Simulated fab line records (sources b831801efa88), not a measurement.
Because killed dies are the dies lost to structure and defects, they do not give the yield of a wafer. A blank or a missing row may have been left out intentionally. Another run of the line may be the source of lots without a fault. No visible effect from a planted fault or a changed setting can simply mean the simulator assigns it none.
A lot that was struck, set against a sound lot | flow gf180mcu | 23 steps out of a route of 602
Sound: the wafers L131.1, L131.2, L131.6. The struck wafers were L146.3, L146.4, L146.5. The cause is named last.
Each step with rows lists, per side, the tool, then ch with its chambers, then its first start. Under that, the readings that differ: sound wafers | struck wafers | difference of the means | sigmas: that difference in standard deviations of wafers without a fault.
alike: words and numbers the same on both sides, and readings whose means are apart by under 2 such deviations; not compared: readings that were withheld, readings missing a value for some wafer, numbers with overlapping values and no deviation given by the record, and bounds like >300 which may hide the same value.
Wherever a step has rows on one side only, a row that says differs or no value, or a row with sigmas, the two part there. Numbers that don't overlap but have no deviation are shown without sigmas and don't part them. A reading missing from all wafers of one side parts the sides only when that side holds two or more wafers.

first, 4 steps without rows for these wafers: GF_NSD_SOFTBAKE_03 (time 60 s); GF_NSD_EXPOSE_04 (exposes mask Nplus, target cd 400 nm); GF_NSD_PEB_05; GF_NSD_DEVELOP_06 (develop time 60 s).
GF_NSD_CD_MEAS_07: target cd 400 nm.
  sound on cd-sem-01, day 14 09:46; struck on cd-sem-01, day 19 04:25
  alike: cd-nm
GF_NSD_OVL_MEAS_08:
  sound on overlay-01, day 14 09:53; struck on overlay-01, day 19 04:31
  reading      | sound          | struck      | difference | sigmas
  NSD_OVL (nm) | -3.9 -4.5 -3.8 | 2.2 0.1 0.0 | +4.8       | +3
then, 2 steps without rows for these wafers: GF_NSD_IMPLANT_09; GF_NSD_IMPLANT_10.
GF_NSD_STRIP_11: strips in O2/N2.
  sound on plasma-asher-02 ch 0,1, day 14 10:14; struck on plasma-asher-04 ch 0,1, day 19 04:52
  reading                     | sound          | struck         | difference | sigmas
  drypump-motor-current-A (A) | 6.08 5.94 6.05 | 5.47 5.36 5.36 | -0.63      | -2
  alike: chamber-pressure-mTorr, heater-power-w, oes-product-au, strip-time-to-endpoint-s
  not compared: rf-hours-counter-h
GF_NSD_TW_MEAS_12:
  sound on film-metro-02, day 14 10:20; struck on film-metro-01, day 19 04:57
  alike: NSD_TW
then, 2 steps without rows for these wafers: GF_PSD_DEHYDRATE_00 (time 60 s); GF_PSD_HMDS_01 (prime time 60 s).
GF_PSD_COAT_02: resist thk 1000 nm.
  sound on litho-track-01 ch 0, day 14 20:13; struck on litho-track-03 ch 0, day 19 16:55
  reading                                  | sound                | struck               | difference | sigmas
  spin-speed-rpm (rpm)                     | 2999.2 3001.3 2999.4 | 3854.3 3853.8 3853.2 | +853.8     | +99 or more
  model.NOVOLAK_of_PSD_COAT_02.thk-nm (nm) | 1000 1001 1001       | 882.5 882.9 880.7    | -118.6     |
  alike: resist-line-temp-C
then, 3 steps without rows for these wafers: GF_PSD_SOFTBAKE_03 (time 60 s); GF_PSD_EXPOSE_04 (exposes mask Pplus, target cd 400 nm); GF_PSD_PEB_05.
GF_PSD_DEVELOP_06: develop time 60 s.
  sound on litho-track-04 ch 0, day 15 06:44; struck on litho-track-04 ch 0, day 20 05:05
  reading                                  | sound           | struck          | difference | sigmas
  model.NOVOLAK_of_PSD_COAT_02.thk-nm (nm) | 999.6 1000 1001 | 882 882.5 880.3 | -119       |
  alike: resist-line-temp-C
GF_PSD_CD_MEAS_07: target cd 400 nm.
  sound on cd-sem-01, day 15 06:53; struck on cd-sem-01, day 20 05:31
  reading    | sound             | struck            | difference | sigmas
  cd-nm (nm) | 399.8 399.3 398.4 | 411.3 412.6 411.5 | +12.6      | +6
  not compared: hold
GF_PSD_OVL_MEAS_08:
  sound on overlay-01, day 15 07:01; struck on overlay-01, day 20 07:07
  reading      | sound       | struck                                                                     | difference                   | sigmas
  hold         | - - -       | await-dispo/1.5h/release await-dispo/1.5h/release await-dispo/1.5h/release | no value on the sound wafers |
  PSD_OVL (nm) | 2.5 0.7 1.3 | -0.2 -1.1 -3.0                                                             | -2.9                         | -2
following that, these wafers have no rows for 1 step: GF_PSD_IMPLANT_09.
GF_PSD_STRIP_10: strips in O2/N2.
  sound on plasma-asher-02 ch 0,1, day 15 07:12; struck on plasma-asher-04 ch 0,1, day 20 07:20
  reading                      | sound             | struck            | difference | sigmas
  oes-product-au (a.u.)        | 0.593 0.596 0.600 | 0.584 0.577 0.582 | -0.015     | -3
  strip-time-to-endpoint-s (s) | 16.53 16.54 16.53 | 15.19 15.18 15.14 | -1.36      | -39
  alike: chamber-pressure-mTorr, drypump-motor-current-A, heater-power-w
  not compared: rf-hours-counter-h
GF_PSD_TW_MEAS_11:
  sound on film-metro-01, day 15 07:18; struck on film-metro-02, day 20 07:31
  alike: PSD_TW
-- the record jumps here: 13 days lie between the struck wafers' starts before and after (it left off in module PSD and takes up again in module PASSIVATION, whose first step shown is number 602 of the route) --
GF_PASSIVATION_PROBE_99:
  only the struck wafers here have rows in the record (prober-02, day 33 15:19); the sound ones have none

WHERE THEY PART
Earliest at GF_NSD_OVL_MEAS_08; latest, in this record, at GF_PASSIVATION_PROBE_99.

WHY: whatever the simulator had introduced
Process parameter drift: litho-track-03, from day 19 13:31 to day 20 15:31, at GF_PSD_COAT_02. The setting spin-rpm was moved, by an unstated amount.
